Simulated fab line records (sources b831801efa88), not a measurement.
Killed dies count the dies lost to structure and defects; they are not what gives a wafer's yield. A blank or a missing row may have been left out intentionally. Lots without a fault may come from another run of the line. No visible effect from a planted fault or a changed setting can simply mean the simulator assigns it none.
Struck lot and sound lot, side by side + flow gf180mcu + 18 steps out of a route of 602
Sound: these wafers, L502.3, L502.4, L502.5. Wafers struck: L515.1, L515.5, L515.6. The cause is given at the end.
Each step with rows lists, per side, the tool, then ch with its chambers, then its first start. Under that, the readings that differ: sound wafers + struck wafers + difference of the means + sigmas: that difference in standard deviations of wafers without a fault.
alike: readings with means less than 2 such deviations apart, plus words and numbers identical on both sides. not compared: withheld readings, readings lacking a value on some wafer, bounds such as >300 that could conceal the same value, and numbers that have no deviation in the record and whose values overlap.
Wherever a step has rows on one side only, a row that says differs or no value, or a row with sigmas, the two part there. Non-overlapping numbers with no deviation appear without sigmas and do not part them. Lack of a reading on every wafer of one side parts them only where that side has two or more wafers.

first, 3 steps without rows for these wafers: GF_V4_EXPOSE_11 (exposes mask Via4, target cd 260 nm); GF_V4_PEB_12 (peb time 90 s); GF_V4_DEVELOP_13 (develop time 60 s).
GF_V4_CD_MEAS_14: target cd 260 nm.
  struck on cd sem-01, day 29 17:07; sound on cd sem-02, day 25 15:14
  alike: cd nm
GF_V4_OVL_MEAS_15:
  struck on overlay-02, day 29 17:14; sound on overlay-01, day 25 15:20
  alike: V4_OVL
then, 1 step without rows for these wafers: GF_V4_ETCH_16 (etches BARC in N2/H2).
GF_V4_ETCH_17: etches SiO2 in C4F8/O2/Ar, stops on TiN, target depth 630 nm.
  sound: rie diel-03 ch 0,1,2; struck: rie diel-04 ch 0,1,3
  alike: chamber pressure mTorr, oes product au
GF_V4_STRIP_18: strips in O2/N2.
  sound on plasma asher-02 ch 0,1, day 25 15:31; struck on plasma asher-03 ch 0,1, day 29 17:23
  alike: chamber pressure mTorr, drypump motor current A, heater power w, oes product au
  not compared: rf hours counter h
then, 2 steps without rows for these wafers: GF_V4_STRIP_19 (strips in post etch residue remover, time 1200 s); GF_V4_CLEAN_20 (cleans in DIW).
GF_V4_SPUTTER_21: material Ti, target thk 15 nm, time 80.02 s.
  struck on pvd sputter-03, day 29 17:56; sound on pvd sputter-01, day 25 16:01
  alike: throttle valve pct
GF_V4_SPUTTER_22: material TiN, target thk 10 nm, time 40 s.
  struck on pvd sputter-03, day 29 17:59; sound on pvd sputter-01, day 25 16:05
  alike: throttle valve pct
GF_V4_CVD_23: deposits W, target thk 350 nm, time 104.9 s.
  sound on cvd w-02 ch 0,1, day 25 16:10; struck on cvd w-02 ch 0,1, day 29 18:02
| reading                          | sound             | struck            | difference | sigmas |
|----------------------------------|-------------------|-------------------|------------|--------|
| model.W_of_V4_CVD_23.thk nm (nm) | 344.4 348.1 348.2 | 273.1 270.8 274.1 | -74.2      |        |
  alike: heater power outer w, heater power w
GF_V4_RS_MEAS_24: a four-point-probe measurement.
  struck on film metro-03, day 29 18:26; sound on film metro-04, day 25 16:16
| reading          | sound             | struck            | difference | sigmas |
|------------------|-------------------|-------------------|------------|--------|
| V4_W_RS (ohm/sq) | 0.333 0.329 0.329 | 0.422 0.425 0.420 | +0.092     | +28    |
  not compared: hold
GF_V4_THK_MEAS_25: measures by xrf.
  struck on film metro-03, day 29 20:54; sound on film metro-04, day 25 16:22
| reading       | sound       | struck      | difference | sigmas |
|---------------|-------------|-------------|------------|--------|
| V4_W_THK (nm) | 343 348 347 | 274 270 275 | -73        | -18    |
  not compared: hold
GF_V4_CMP_26: polishes, stops on SiO2, t overpolish 15 s, target thk 0 nm.
  sound on cmp-01 ch 0,1,2, day 25 16:25; struck on cmp-01 ch 2,3, day 29 23:08
| reading                | sound    | struck                                                                     | difference                   | sigmas |
|------------------------|----------|----------------------------------------------------------------------------|------------------------------|--------|
| hold                   | - - -    | await dispo/2.2h/release await dispo/2.2h/release await dispo/2.2h/release | no value on the sound wafers |        |
| time to endpoint s (s) | 90 86 83 | 67 68 70                                                                   | -18                          | -4     |
  alike: head pressure psi, motor current A
GF_MIM_SPUTTER_00: material Ti, target thk 37.5 nm, time 150 s.
  struck on pvd sputter-01, day 29 23:26; sound on pvd sputter-04, day 25 16:43
  alike: throttle valve pct
-- the record jumps here: 4 days lie between the struck wafers' starts before and after (it left off in module MIM and takes up again in module PASSIVATION, whose first step shown is number 602 of the route) --
GF_PASSIVATION_PROBE_99:
  the record has rows for the struck wafers here (prober-02, day 33 17:08) and none for the sound ones

WHERE THEY PART
Earliest at GF_V4_RS_MEAS_24; latest, in this record, at GF_PASSIVATION_PROBE_99.

WHY: the cause the simulator had injected
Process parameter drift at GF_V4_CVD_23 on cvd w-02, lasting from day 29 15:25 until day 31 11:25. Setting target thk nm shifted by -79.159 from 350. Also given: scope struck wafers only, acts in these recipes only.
